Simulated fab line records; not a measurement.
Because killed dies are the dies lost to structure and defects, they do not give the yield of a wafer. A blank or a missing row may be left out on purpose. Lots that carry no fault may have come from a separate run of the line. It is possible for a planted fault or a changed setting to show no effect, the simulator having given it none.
2 desks, one fault | flow gf180mcu | each desk has only its own numbers; what lay behind them comes last

== METROLOGY DESK ==
What the gauges read, lot by lot, whatever tool the lot ran on: means of the sampled wafers that have a number. The brackets show how far a lot's mean lies from the usual mean; more than 4 standard deviations puts the lot out of limits, marked OUT.
Columns: A = V3_W_RS at GF_V3_RS_MEAS_24, usual 0.327 ohm/sq; B = V4_W_RS at GF_V4_RS_MEAS_24, usual 0.331 ohm/sq; C = V4_W_THK at GF_V4_THK_MEAS_25, usual 351 nm
lot  | first seen here | A     | B               | C
L812 | day 22 00:33    | 0.330 | 0.332           | 357
L816 | day 23 19:52    | 0.329 | 0.391 (+16) OUT | 301 (-8.8) OUT
L818 | day 24 11:31    | 0.334 | 0.396 (+18) OUT | 297 (-9.5) OUT
L823 | day 26 07:14    | 0.321 | 0.327           | 355
L824 | day 27 02:40    | 0.327 | 0.328           | 354
L828 | day 28 01:35    | 0.333 | 0.330           | 359
L830 | day 28 06:22    | 0.330 | 0.327           | 350
L829 | day 28 07:30    | 0.325 | 0.330           | 349
L831 | day 28 16:11    | 0.329 | 0.334           | 353
L832 | day 29 00:00    | 0.326 | 0.335           | 353
L834 | day 29 14:16    | 0.329 | 0.329           | 347
L835 | day 29 22:54    | 0.323 | 0.332           | 354
This desk reports L816, L818 out of limits; the earliest was L816 at day 25 17:50 (V4_W_RS at GF_V4_RS_MEAS_24). In limits: L812, L823, L824, L828, L830, L829, L831, L832, L834, L835.

== FOR THE TOOL OWNER'S DESK: cvd-w-02 ==
The tool's own readings at GF_V4_CVD_23 (deposits W, target thk 350 nm, time 104.9 s): means of the sampled wafers that have a number, for each lot that ran on this tool. The brackets show how far a lot's mean lies from the usual mean; more than 4 standard deviations puts the lot out of limits, marked OUT.
Columns: A = chamber-pressure-Torr at GF_V4_CVD_23, usual 40.02 Torr; B = heater-power-w at GF_V4_CVD_23, usual 903 W
lot  | first seen here | A                       | B
L812 | day 24 01:43    | 39.93                   | 947
L816 | day 25 17:44    | 28.23 (-99 or more) OUT | 948
L818 | day 26 08:33    | 28.05 (-99 or more) OUT | 949
L829 | day 29 23:58    | 39.97                   | 1029
L831 | day 30 08:21    | 39.87                   | 945
L835 | day 31 21:53    | 40.05                   | 960
This desk's finding: out of limits on L816, L818; first on L816, day 25 17:44 (chamber-pressure-Torr at GF_V4_CVD_23). In limits: L812, L829, L831, L835.

== BROUGHT TOGETHER ==
At day 25 17:44, on L816, L818, the tool owner's desk was in a position to raise an alarm.
L816, L818 would have let the metrology desk raise an alarm at day 25 17:50.
On cvd-w-02, each named lot ran GF_V4_CVD_23.

== WHAT HAD BEEN PUT IN BY THE SIMULATOR ==
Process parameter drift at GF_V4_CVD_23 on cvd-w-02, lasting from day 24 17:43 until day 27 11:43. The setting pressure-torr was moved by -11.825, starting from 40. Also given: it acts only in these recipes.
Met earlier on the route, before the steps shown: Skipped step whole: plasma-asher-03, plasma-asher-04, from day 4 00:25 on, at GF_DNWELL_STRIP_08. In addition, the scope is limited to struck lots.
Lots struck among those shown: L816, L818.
Hours from the fault's start to each desk's first reading out of limits: the tool owner's desk, 24; the metrology desk, 24.
